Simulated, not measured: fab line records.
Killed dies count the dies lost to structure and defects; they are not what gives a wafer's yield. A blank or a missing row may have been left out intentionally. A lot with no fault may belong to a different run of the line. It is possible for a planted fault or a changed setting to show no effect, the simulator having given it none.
Which tool was responsible? -- flow sky130 -- 11 lots, 32 wafers sampled, at 5 steps of a route of 708

== WHAT THE GAUGES SHOWED, per wafer ==
SKY_VIA3_CD_MEAS_12: target cd 200 nm.
lot,measured,on,cd-nm (nm)
L631,day 41 13:17,cd-sem-01,200.2 199.9 197.8
L632,day 41 23:17,cd-sem-02,202.0 201.9 200.7
L633,day 42 07:09,cd-sem-01,199.6 199.0 199.8
L634,day 42 12:19,cd-sem-01,200.5 198.7 199.6
L635,day 42 20:09,cd-sem-01,199.9 200.6 200.0
L640,day 44 15:01,cd-sem-01,200.5 140.6 200.0 140.5
L644,day 45 20:44,cd-sem-01,197.3 199.0 138.9 197.6 199.2 138.9
L647,day 46 02:10,cd-sem-02,201.9 202.0 202.3
L649,day 46 15:00,cd-sem-01,199.6 199.8 199.9
L650,day 46 19:41,cd-sem-01,202.1 202.0 201.6
L651,day 46 20:56,cd-sem-02,201.5 201.9 200.0

== TOOL THAT RAN EACH LOT (tool first, then ch and the chambers of the sampled wafers, then the start) ==
lot,SKY_LI_CONTACT_CMP_02,SKY_LI_CONTACT_ETCH_15,SKY_METAL2_METAL_ETCH_19,SKY_VIA3_EXPOSE_09
L631,"cmp-01 ch 1,2, day 29 13:56","rie-diel-03 ch 0,1,2, day 30 21:29","rie-metal-01 ch 1, day 37 03:15","krf-scanner-02 ch 0, day 41 00:57"
L632,"cmp-01 ch 2,3, day 30 01:44","rie-diel-03 ch 0,1, day 31 08:23","rie-metal-01 ch 1, day 37 12:17","krf-scanner-02 ch 0, day 41 11:00"
L633,"cmp-02 ch 1,2,3, day 30 12:35","rie-diel-01 ch 0,2,3, day 31 19:35","rie-metal-04 ch 0,1, day 37 21:12","krf-scanner-01 ch 0, day 41 19:19"
L634,"cmp-01 ch 0,2,3, day 30 17:58","rie-diel-01 ch 0,1, day 32 01:03","rie-metal-01 ch 1, day 38 03:34","krf-scanner-02 ch 0, day 42 00:39"
L635,"cmp-02 ch 0,1,3, day 31 05:01","rie-diel-01 ch 0,2,3, day 32 11:50","rie-metal-01 ch 0,1, day 38 12:06","krf-scanner-01 ch 0, day 42 08:14"
L640,"cmp-02 ch 1, day 33 12:44","rie-diel-02 ch 1, day 34 16:52","rie-metal-01 ch 1, day 40 10:05","krf-scanner-02 ch 0, day 44 03:33"
L644,"cmp-02 ch 0,2,3, day 34 22:41","rie-diel-01 ch 1,2, day 36 01:43","rie-metal-01 ch 0,1, day 41 19:03","krf-scanner-02 ch 0, day 45 10:41"
L647,"cmp-02 ch 2,3, day 35 07:53","rie-diel-03 ch 1,2, day 36 11:16","rie-metal-04 ch 1, day 42 00:32","krf-scanner-01 ch 0, day 45 15:41"
L649,"cmp-01 ch 0,2,3, day 35 21:10","rie-diel-02 ch 0,1, day 37 00:03","rie-metal-04 ch 0,1, day 42 13:46","krf-scanner-01 ch 0, day 46 04:31"
L650,"cmp-02 ch 1,2,3, day 36 03:47","rie-diel-03 ch 0,1,3, day 37 06:23","rie-metal-01 ch 1, day 42 20:13","krf-scanner-01 ch 0, day 46 09:30"
L651,"cmp-01 ch 1,2,3, day 36 05:04","rie-diel-01 ch 0,1, day 37 08:36","rie-metal-04 ch 0,1, day 42 22:13","krf-scanner-01 ch 0, day 46 11:19"
- SKY_LI_CONTACT_CMP_02: polishes PSG.
- SKY_LI_CONTACT_ETCH_15: etches PSG in C4F8/O2/Ar, stops on Si, target depth 600 nm.
- SKY_METAL2_METAL_ETCH_19: etches the open film in Cl2/BCl3, stops on SiO2, target depth 360 nm, time 78 s.
- SKY_VIA3_EXPOSE_09: exposes mask VIM3, target cd 200 nm.

== AS READ BY THE TOOLS THEMSELVES (means over the sampled wafers that have a number; for cases with no such wafer, the mark the record gives instead) ==
SKY_LI_CONTACT_CMP_02.
lot,tool,motor-current-A (A),time-to-endpoint-s (s)
L631,cmp-01,11.8,32
L632,cmp-01,11.7,36
L633,cmp-02,13.7,35
L634,cmp-01,11.5,33
L635,cmp-02,13.4,34
L640,cmp-02,14.3,34
L644,cmp-02,12.8,30
L647,cmp-02,13.6,32
L649,cmp-01,11.3,34
L650,cmp-02,13.6,34
L651,cmp-01,11.2,35

SKY_LI_CONTACT_ETCH_15.
lot,tool,oes-product-au (a.u.)
L631,rie-diel-03,0.838
L632,rie-diel-03,0.837
L633,rie-diel-01,0.835
L634,rie-diel-01,0.838
L635,rie-diel-01,0.831
L640,rie-diel-02,0.837
L644,rie-diel-01,0.840
L647,rie-diel-03,0.839
L649,rie-diel-02,0.832
L650,rie-diel-03,0.835
L651,rie-diel-01,0.836

SKY_METAL2_METAL_ETCH_19.
lot,tool,drypump-motor-current-A (A),oes-product-au (a.u.),throttle-valve-pct (%)
L631,rie-metal-01,5.4,0.857,22.254
L632,rie-metal-01,5.3,0.855,22.263
L633,rie-metal-04,5.4,0.859,22.262
L634,rie-metal-01,5.3,0.853,22.264
L635,rie-metal-01,5.9,0.852,22.265
L640,rie-metal-01,5.3,0.848,22.269
L644,rie-metal-01,5.6,0.853,22.269
L647,rie-metal-04,5.5,0.847,22.267
L649,rie-metal-04,5.5,0.856,22.260
L650,rie-metal-01,5.3,0.852,22.265
L651,rie-metal-04,5.4,0.855,22.261

== THE ANSWER, worked out from the rows above alone ==
Rule: usual is defined by the lots themselves. Put in order of their means at a reading, lots are off if they are a third of the lots or fewer, leave a main group of 4 or more, and stand apart from it by a gap of 3 or more times the standard deviation of the main group's means; of several such gaps the widest counts. Not used: any main group whose means are identical at the precision the tables above print for the reading. Also off: a lot with no number at a reading for which 4 or more lots have one. The other lots that the step has rows for count as sound. The gauges are gone through in route order, then the tools' own readings, and for those a lot's mean is taken as printed above. At the first step where some lot is off, the reading lying furthest off is the one used; lots without a number count as furthest.
Off: L640, L644 (SKY_VIA3_CD_MEAS_12, cd-nm). The main group: mean 200.5 nm, standard deviation 1.
A tool fits if, at a process step before that reading, it ran every lot that is off, and no sound lot after the first of them. The gauges at SKY_VIA3_CD_MEAS_12 are tried like those tools. One fits: krf-scanner-02 at SKY_VIA3_EXPOSE_09. Its last sound lot is L634 (day 42 00:39), its first lot that is off L640 (day 44 03:33): a fault that began between those two fits.

== WHAT THE SIMULATOR HAD INSERTED ==
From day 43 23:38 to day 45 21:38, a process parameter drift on krf-scanner-02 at SKY_VIA3_EXPOSE_09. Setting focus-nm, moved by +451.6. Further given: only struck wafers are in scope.
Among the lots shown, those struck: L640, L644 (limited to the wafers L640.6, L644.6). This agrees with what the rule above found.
